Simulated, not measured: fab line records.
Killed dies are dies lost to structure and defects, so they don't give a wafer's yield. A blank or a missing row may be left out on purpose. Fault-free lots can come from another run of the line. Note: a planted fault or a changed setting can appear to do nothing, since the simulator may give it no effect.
fab line records	flow sky130
record: lots: 5	wafers: 15	lastDay: 50
route steps=708 shown FIELD_ISO@16 PAD_OPEN@708
lots with no fault: from the same line, run without faults
startH: hours from the record's first day to the start of the lot's first wafer shown	waitH: hours since the lot's step before	" unchanged from the row above	L1.1+2: one row covering several wafers at once	- value missing, or start not given	* or withheld: withheld	< > ~ a bound
route shown NAME@n: a module of which the file shows steps, and the number in the route of the first	usual: the fault-free wafers' mean and standard deviation	same: alike in all rows	chamber/n: place in a boat	sites: readings site by site	_std_site: standard deviation of those values	_edge_site: mean of outer sites minus mean of inner sites	radiusMm: for every site, how far away it sits from the centre of the wafer	mask NAME#n: copy n	behind: tool/chamber where the wafer was last shaped	hold: why the lot was held/for how many hours/how that ended	device: which transistor (n, p or np) failed to switch	end of line: the same wafers' tests at the end of the route	for a step that has no rows: nothing shown but its recipe	killed: count of dies lost to structure and defects at first sort (not the wafer's yield)	map: a wafer's dies, x killed, . not, _ none there
set.NAME: the setting that was run; set.NAME@STEP: the one run at that earlier step	model.NAME: the simulator's own value behind a step, which no gauge read
certain route steps with their lots: each step a table, each wafer a row
services: when a tool's chamber went out of use (startH, in hours from the record's first day, below 0 if earlier), for how many hours, and the reason
== steps ==
step: SKY_FIELD_ISO_ETCH_15
recipe: chemistry: CHF3/O2	targetDepthNm: 180	stopOn: Si	sourceW: 600	biasW: 200	pressureMtorr: 40	chf3FlowSccm: 50	O2_flow_sccm: 5	timeS: 72
usual: O2_flow_sccm: 5.002/0.015	chf3FlowSccm: 49.99/0.16	drypumpMotorCurrentA: 5.9/0.42	oesProductAu: 0.935/0.0068	throttleValvePct: 8.840/0.0089
lot.wafer	tool	chamber	startH	waitH	O2_flow_sccm	chf3FlowSccm	drypumpMotorCurrentA	oesProductAu	rfHoursCounterH	throttleValvePct
L103.1	rieDiel-02	0	60.91	0.0	4.981	50.08	5.3	0.949	135	8.843
L103.4	"	3	"	"	4.997	49.96	5.5	0.944	34	8.849
L103.5	"	3	"	"	4.980	50.10	5.5	0.941	-	8.839
L110.3	rieDiel-02	2	96.31	0.0	4.996	49.88	5.6	0.939	30	8.837
L110.5	"	0	"	"	5.019	49.71	5.3	0.934	-	8.840
L110.6	"	3	"	"	5.008	50.19	5.4	0.938	-	8.837
L115.3	rieDiel-03	1	123.06	0.0	5.002	49.88	6.3	0.932	0	8.839
L115.5	"	0	"	"	4.992	50.08	6.5	0.937	-	8.841
L115.6	"	3	"	"	5.003	49.86	6.1	0.946	-	8.846
L116.1	rieDiel-03	2	129.38	0.0	5.007	50.30	5.5	0.938	100	8.840
L116.3	"	3	"	"	5.014	49.91	6.1	0.943	81	8.843
L116.4	"	0	"	"	4.985	49.93	6.5	0.940	7	8.835
L120.1	rieDiel-02	2	150.51	0.0	4.988	50.04	5.5	0.936	31	8.840
L120.3	"	1	"	"	4.983	49.96	6.2	0.928	63	8.841
L120.4	"	0	"	"	4.970	50.00	5.3	0.937	136	8.835
step: SKY_FIELD_ISO_STRIP_16
recipe: chemistry: O2/N2	powerW: 1400	pressureMtorr: 1500	platenTempC: withheld	o2FlowSccm: 3000	n2FlowSccm: 300	overashFraction: 0.5
usual: drypumpMotorCurrentA: 5.7/0.37	n2FlowSccm: 300.1/0.86	oesProductAu: 0.378/0.0049	stripTimeToEndpointS: 3.55/0.032
lot.wafer	tool	chamber	startH	waitH	drypumpMotorCurrentA	n2FlowSccm	oesProductAu	rfHoursCounterH	stripTimeToEndpointS
L103.1	plasmaAsher-03	1	60.97	0.0	5.7	298.3	0.377	38	3.52
L103.4	"	0	"	"	5.6	299.1	0.380	-	3.52
L103.5	"	1	"	"	5.6	299.9	0.379	-	3.52
L110.3	plasmaAsher-02	1	96.40	0.1	5.1	300.5	0.384	-	3.63
L110.5	"	1	"	"	5.1	300.5	0.384	-	3.56
L110.6	"	0	"	"	5.7	300.3	0.377	-	3.58
L115.3	plasmaAsher-03	0	123.15	0.1	5.6	300.6	0.374	-	3.54
L115.5	"	1	"	"	5.7	300.7	0.378	-	3.54
L115.6	"	0	"	"	5.6	301.1	0.379	-	3.51
L116.1	plasmaAsher-04	0	129.43	0.0	5.9	300.5	0.376	1	3.56
L116.3	"	0	"	"	5.9	299.9	0.375	-	3.55
L116.4	"	1	"	"	6.4	299.0	0.385	-	3.60
L120.1	plasmaAsher-04	0	150.56	0.0	5.9	299.8	0.387	3	3.59
L120.3	"	1	"	"	6.3	300.4	0.380	-	3.55
L120.4	"	0	"	"	5.9	299.7	0.374	-	3.50
step: SKY_FIELD_ISO_ETCH_17
recipe: targetDepthA: 3420	maskMaterial: Si3N4	chemistry: HBr/Cl2/O2	target: Si	taperDeg: 5	icpW: 600	biasW: 150	pressureMtorr: 15	HBr_flow_sccm: 150	Cl2_flow_sccm: 40	O2_flow_sccm: 6	timeS: 97.7
usual: O2_flow_sccm: 6.001/0.017	drypumpMotorCurrentA: 5.6/0.52	oesProductAu: 1.006/0.0094	throttleValvePct: 25.653/0.01
lot.wafer	tool	chamber	startH	waitH	O2_flow_sccm	drypumpMotorCurrentA	oesProductAu	rfHoursCounterH	throttleValvePct
L103.1	rieSi-02	3	61.07	0.1	5.989	5.4	0.993	22	25.674
L103.4	"	2	"	"	6.012	4.9	1.007	42	25.645
L103.5	"	1	"	"	6.004	5.9	1.002	-	25.661
L110.3	rieSi-02	0	96.46	0.0	5.990	6.5	0.999	73	25.642
L110.5	"	1	"	"	5.980	5.9	1.008	-	25.646
L110.6	"	2	"	"	5.974	4.9	1.015	-	25.637
L115.3	rieSi-01	1	123.21	0.0	6.003	5.7	1.017	78	25.634
L115.5	"	0	"	"	5.973	5.1	1.021	-	25.634
L115.6	"	1	"	"	6.003	5.7	1.015	-	25.632
L116.1	rieSi-01	0	129.53	0.1	5.990	5.1	1.007	44	25.652
L116.3	"	1	"	"	6.003	5.7	1.013	78	25.657
L116.4	"	3	"	"	6.009	6.0	1.018	70	25.629
L120.1	rieSi-02	3	150.66	0.1	6.009	5.4	0.987	23	25.673
L120.3	"	1	"	"	6.011	5.9	0.993	4	25.650
L120.4	"	0	"	"	6.007	6.5	0.986	73	25.663
step: SKY_FIELD_ISO_WET_ETCH_18
recipe: chemistry: H3PO4	targetDepthNm: 25	tempC: 160	target: Si3N4	timeS: 286
step: SKY_FIELD_ISO_CLEAN_19
recipe: chemistry: SC1/SC2	mix: 1:4:20	tempC: 70	timeS: 150
step: SKY_FIELD_ISO_CLEAN_20
recipe: chemistry: dHF	timeS: 20	dilution: 100:1
step: SKY_FIELD_ISO_WET_ETCH_21
recipe: chemistry: dHF	dilution: 100:1	targetDepthNm: 20	dry: ipaMarangoni	target: SiO2	tempC: 25	timeS: 400
step: SKY_FIELD_ISO_OXIDATION_22
recipe: tempC: 950	ambient: O2	stabiliseS: 600	purgeS: 300	targetThkA: 100	oxTimeS: 603.1
step: SKY_FIELD_ISO_THK_MEAS_23
recipe: reads: SiO2_of_FIELD_ISO_OXIDATION_22
usual: FIELD_ISO_OXIDATION_01_THK: 9.80/0.21
lot.wafer	tool	chamber	startH	waitH	FIELD_ISO_OXIDATION_01_THK[nm]
L103.1	filmMetro-04	-	63.77	0.0	9.87
L103.4	"	-	"	"	9.92
L103.5	"	-	"	"	9.80
L110.3	filmMetro-02	-	100.23	0.0	9.57
L110.5	"	-	"	"	9.60
L110.6	"	-	"	"	9.84
L115.3	filmMetro-03	-	124.95	0.0	9.77
L115.5	"	-	"	"	9.68
L115.6	"	-	"	"	9.43
L116.1	filmMetro-02	-	131.26	0.0	9.96
L116.3	"	-	"	"	9.88
L116.4	"	-	"	"	9.94
L120.1	filmMetro-03	-	152.90	0.0	9.69
L120.3	"	-	"	"	9.77
L120.4	"	-	"	"	9.71
step: SKY_FIELD_ISO_CVD_24
recipe: material: SiO2	targetThkNm: 595	tempC: 650	sigmaOpenFrac: 0.3	timeS: 99.2	sih4FlowSccm: 60	pressureMtorr: 6
step: SKY_FIELD_ISO_THK_MEAS_25
recipe: reads: SiO2_of_FIELD_ISO_CVD_24
usual: FIELD_ISO_CVD_24_THK: 596/5.7
lot.wafer	tool	chamber	startH	waitH	FIELD_ISO_CVD_24_THK[nm]
L103.1	filmMetro-04	-	63.90	0.0	593
L103.4	"	-	"	"	593
L103.5	"	-	"	"	599
L110.3	filmMetro-04	-	100.36	0.1	600
L110.5	"	-	"	"	607
L110.6	"	-	"	"	598
L115.3	filmMetro-03	-	125.12	0.1	611
L115.5	"	-	"	"	600
L115.6	"	-	"	"	598
L116.1	filmMetro-04	-	131.39	0.0	593
L116.3	"	-	"	"	597
L116.4	"	-	"	"	595
L120.1	filmMetro-04	-	153.03	0.0	592
L120.3	"	-	"	"	592
L120.4	"	-	"	"	596
step: SKY_FIELD_ISO_ANNEAL_26
recipe: tempC: 1000	timeS: 1800	ambient: N2
step: SKY_FIELD_ISO_CMP_27
recipe: stopOn: Si3N4	tOverpolishS: 16	downForcePsi: 4	platenRpm: 60	targetThkNm: 457.8	padVelocityMS: 0.94248
usual: motorCurrentA: 12.0/0.97	overpolishRunS: 16.000/0.0084	timeToEndpointS: 112/4.3
lot.wafer	tool	chamber	startH	waitH	motorCurrentA	overpolishRunS	timeToEndpointS
L103.4	cmp-01	0	69.47	0.1	12.2	15.997	107
L103.1	"	2	"	"	11.6	16.004	106
L103.5	"	3	"	"	12.1	16.000	114
L110.3	cmp-02	3	104.11	0.1	10.3	15.989	110
L110.5	"	0	"	"	11.5	16.012	109
L110.6	"	1	"	"	14.1	15.981	114
L115.3	cmp-02	3	127.87	0.1	11.3	15.996	115
L115.6	"	2	"	"	12.0	16.002	118
L115.5	"	3	"	"	11.0	15.997	115
L116.3	cmp-01	1	132.95	0.0	12.1	16.002	111
L116.4	"	2	"	"	11.7	15.998	110
L116.1	"	0	"	"	12.2	16.013	59
L120.4	cmp-02	0	154.59	0.0	12.0	15.993	108
L120.1	"	1	"	"	14.2	16.009	115
L120.3	"	2	"	"	10.9	16.002	113
step: SKY_FIELD_ISO_WET_ETCH_28
recipe: chemistry: dHF	targetDepthNm: 23.7	target: SiO2	dilution: 10:1	tempC: 25	timeS: 47
step: SKY_PAD_OPEN_PROBE_99
usual: killed_at_M0_to_M3: 44/6.6	killed_at_M4_up: 3.0/1.9	killedAtContacts: 24/5.1	killedAtFrontEnd: 16/4.6	killedAtOther: 0.3/0.59	killedDies: 88/9.5	killedOpen: 48/6.7	killedShort: 40/6.1
same: grossDies: 492	killedAtBackSide: 0
lot.wafer	tool	chamber	startH	waitH	killed_at_M0_to_M3	killed_at_M4_up	killedAtContacts	killedAtFrontEnd	killedAtOther	killedDies	killedOpen	killedShort
L103.1	prober-01	-	1132.18	0.1	46	3	18	12	2	81	51	30
L103.4	prober-01	-	1132.33	0.2	47	3	21	16	1	88	44	44
L103.5	prober-01	-	1132.38	0.2	52	1	26	15	0	94	60	34
L110.3	prober-02	-	1158.45	0.2	40	2	26	14	0	82	46	36
L110.5	prober-02	-	1158.55	0.2	44	1	26	10	0	81	42	39
L110.6	prober-02	-	1158.60	0.2	45	2	20	18	0	85	46	39
L115.3	prober-02	-	1180.77	0.2	51	3	32	16	0	102	61	40
L115.5	prober-02	-	1180.87	0.2	48	5	20	21	1	95	47	47
L115.6	prober-02	-	1180.92	0.2	39	3	26	27	0	95	54	41
L116.1	prober-02	-	1188.43	0.1	50	2	35	13	0	100	57	42
L116.3	prober-02	-	1188.53	0.2	57	2	11	17	0	87	51	35
L116.4	prober-02	-	1188.58	0.2	38	3	21	15	1	78	45	32
L120.1	prober-02	-	1201.64	0.1	44	2	24	10	0	80	43	37
L120.3	prober-02	-	1201.74	0.2	53	0	23	18	1	95	53	42
L120.4	prober-02	-	1201.79	0.2	50	0	20	11	1	82	47	35
killed by level:class
L103.1 VIA1:geometricParticle:open=13 VIA3:geometricParticle:open=10 CONTACT:geometricParticle:open=7 LI_CONTACT:geometricParticle:open=7 VIA2:geometricParticle:open=5 METAL3:geometricParticle:short=5 FIELD_ISO:geometricParticle:short=4 VIA1:geometricParticle:short=4
L103.4 VIA1:geometricParticle:open=12 LI_CONTACT:geometricParticle:open=7 VIA1:geometricParticle:short=7 POLY_GATE:geometricParticle:open=5 LOCAL_INTERCONNECT:geometricParticle:short=5 CONTACT:geometricParticle:open=5 METAL1:geometricParticle:short=5 VIA2:geometricParticle:open=5
L103.5 VIA1:geometricParticle:open=13 VIA3:geometricParticle:open=11 LI_CONTACT:geometricParticle:open=10 VIA2:geometricParticle:open=9 CONTACT:geometricParticle:open=8 METAL2:geometricParticle:short=8 FIELD_ISO:geometricParticle:open=6 FIELD_ISO:geometricParticle:short=6
L110.3 VIA1:geometricParticle:open=9 CONTACT:geometricParticle:open=9 LI_CONTACT:geometricParticle:open=7 CONTACT:geometricParticle:short=6 VIA3:geometricParticle:open=6 METAL3:geometricParticle:short=5 METAL1:geometricParticle:short=4 VIA2:geometricParticle:short=4
L110.5 VIA1:geometricParticle:open=10 CONTACT:geometricParticle:short=9 LI_CONTACT:geometricParticle:open=7 METAL1:geometricParticle:short=7 VIA2:geometricParticle:open=6 CONTACT:geometricParticle:open=5 VIA3:geometricParticle:open=5 LOCAL_INTERCONNECT:geometricParticle:short=4
L110.6 CONTACT:geometricParticle:open=12 VIA1:geometricParticle:open=9 FIELD_ISO:geometricParticle:short=6 VIA1:geometricParticle:short=6 VIA3:geometricParticle:open=6 METAL2:geometricParticle:short=5 METAL1:geometricParticle:short=5 POLY_GATE:geometricParticle:short=4
L115.3 VIA1:geometricParticle:open=12 CONTACT:geometricParticle:open=11 VIA3:geometricParticle:open=9 LI_CONTACT:geometricParticle:open=9 VIA2:geometricParticle:open=9 METAL1:geometricParticle:short=8 POLY_GATE:geometricParticle:short=5 VIA3:geometricParticle:short=5
L115.5 CONTACT:geometricParticle:open=9 VIA2:geometricParticle:short=7 METAL1:geometricParticle:short=7 VIA1:geometricParticle:open=7 POLY_GATE:geometricParticle:short=6 VIA3:geometricParticle:open=6 FIELD_ISO:geometricParticle:short=4 POLY_GATE:geometricParticle:open=4
L115.6 CONTACT:geometricParticle:open=12 VIA1:geometricParticle:open=9 POLY_GATE:geometricParticle:open=8 FIELD_ISO:geometricParticle:short=6 POLY_GATE:geometricParticle:short=6 LI_CONTACT:geometricParticle:open=6 VIA2:geometricParticle:open=5 VIA3:geometricParticle:open=5
L116.1 VIA1:geometricParticle:open=14 CONTACT:geometricParticle:open=13 LI_CONTACT:geometricParticle:open=8 VIA1:geometricParticle:short=8 VIA2:geometricParticle:open=6 FIELD_ISO:geometricParticle:open=5 CONTACT:geometricParticle:short=5 VIA3:geometricParticle:open=4
L116.3 VIA1:geometricParticle:open=16 VIA2:geometricParticle:open=13 VIA3:geometricParticle:open=7 POLY_GATE:geometricParticle:short=5 CONTACT:geometricParticle:short=4 METAL3:geometricParticle:short=4 VIA3:geometricParticle:short=4 FIELD_ISO:geometricParticle:open=3
L116.4 VIA1:geometricParticle:open=9 CONTACT:geometricParticle:open=8 VIA2:geometricParticle:open=8 METAL3:geometricParticle:short=8 LI_CONTACT:geometricParticle:open=6 LOCAL_INTERCONNECT:geometricParticle:short=4 FIELD_ISO:geometricParticle:open=3 VIA2:geometricParticle:short=3
L120.1 VIA1:geometricParticle:open=10 VIA3:geometricParticle:open=8 VIA1:geometricParticle:short=7 METAL1:geometricParticle:short=6 LI_CONTACT:geometricParticle:short=6 VIA2:geometricParticle:open=6 CONTACT:geometricParticle:open=6 LI_CONTACT:geometricParticle:open=5
L120.3 VIA1:geometricParticle:open=17 METAL2:geometricParticle:short=7 FIELD_ISO:geometricParticle:short=6 LOCAL_INTERCONNECT:geometricParticle:short=6 CONTACT:geometricParticle:open=6 VIA3:geometricParticle:open=6 FIELD_ISO:geometricParticle:open=5 VIA2:geometricParticle:short=5
L120.4 VIA1:geometricParticle:open=12 CONTACT:geometricParticle:open=10 VIA2:geometricParticle:open=8 VIA3:geometricParticle:open=6 METAL1:geometricParticle:short=5 VIA3:geometricParticle:short=4 FIELD_ISO:geometricParticle:short=4 VIA1:geometricParticle:short=4
== services ==
tool	chamber	startH	hours	kind
rieDiel-02	2	62.53	1.2	repair
cmp-02	-	64.00	4.0	pm
cmp-02	-	67.84	1.1	repair
cmp-02	-	68.00	-	consumableReplace:conditioner
cmp-02	-	68.00	-	consumableReplace:pad
rieSi-02	-	77.85	1.0	repair
rieSi-01	-	79.23	2.8	pm
rieSi-01	-	85.29	28.1	pm
cmp-01	-	88.61	4.2	pm
rieDiel-02	-	99.14	1.4	repair
rieDiel-03	1	104.50	-	clean
rieDiel-03	1	104.50	13.7	scheduledDown
rieDiel-03	1	104.50	13.7	ventCycle
plasmaAsher-04	-	108.75	9.0	pm
plasmaAsher-04	0	108.75	9.0	ventCycle
plasmaAsher-04	1	108.75	9.0	ventCycle
plasmaAsher-04	0	117.75	-	clean
plasmaAsher-04	1	117.75	-	clean
cmp-01	-	122.49	2.7	repair
plasmaAsher-03	-	130.70	2.4	repair
rieSi-01	3	131.35	5.8	repair
cmp-02	-	142.67	1.1	repair
rieDiel-03	3	148.84	14.7	repair
== key ==
firstSign: step: SKY_FIELD_ISO_CMP_27	reading: timeToEndpointS	direction: down	sigmas: 13	usual: *	struck: *
effect none on later readings
metAt SKY_FIELD_ISO_CMP_27
struckWafers L116.1
testerLeftOut L116
onsetBetween 69.47 132.95
fault: kind: processParameterDrift	tool: cmp-01	chamber: 0	onsetH: 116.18	steps: SKY_FIELD_ISO_CMP_27	channel: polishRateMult	offset: 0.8	shape: step	endH: 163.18
testerLeftOut: of these lots the tester's yield and bins aren't shown, on N5 and GAA mostly nor the transistor test; their killed dies are dies lost to structure and defects alone, not to doping, threshold or leakage, so they don't give the yield
